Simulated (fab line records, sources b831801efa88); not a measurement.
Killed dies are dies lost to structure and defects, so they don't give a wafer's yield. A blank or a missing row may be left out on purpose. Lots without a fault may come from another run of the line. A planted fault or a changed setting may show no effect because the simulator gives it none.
Chamber matching | flow gf180mcu | GF_V1_CVD_02 on pecvd-02: 3 sister chambers
The step deposits SiO2 from TEOS, target thk 850 nm, time 94.851 s. 3 wafers are shown with their chamber, then 8 later ones without.

WAFERS WITH THEIR CHAMBER
wafer  | chamber | heater_power_w (W)
L296.4 | 1       | 495
L296.5 | 0       | 530
L299.4 | 2       | 762

WAFERS WITHOUT THEIR CHAMBER
wafer  | heater_power_w (W)
L299.5 | 499
L299.6 | 696
L300.3 | 606
L300.4 | 638
L300.5 | 713
L301.1 | 618
L301.4 | 479
L301.5 | 693

WHICH CHAMBER EACH WENT THROUGH
wafer  | from the rows above          | in truth
L299.5 | can't be placed: 1 or 0      | 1
L299.6 | can't be placed: 2 or 0 or 1 | 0
L300.3 | can't be placed: 0 or 1 or 2 | 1
L300.4 | can't be placed: 0 or 2 or 1 | 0
L300.5 | can't be placed: 2 or 0      | 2
L301.1 | can't be placed: 0 or 1 or 2 | 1
L301.4 | can't be placed: 1 or 0      | 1
L301.5 | can't be placed: 2 or 0 or 1 | 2
Placed correctly: 0 of 8. Can't be placed from these rows: 8 (the true chamber is among the candidates in 8). Placed wrongly: 0.
How it was worked out, from the rows above alone: a wafer's distance from a chamber is the root of the sum, over the readings, of the square of ((its reading less the chamber's mean) divided by the reading's scatter). The wafer belongs to the nearest chamber; if the next one is less than 2 further off, it can't be placed. A chamber's mean is the mean of its shown wafers. The scatter: with one shown wafer a chamber, the root of the mean of the squares of how far each hidden wafer lies from its nearest shown one.
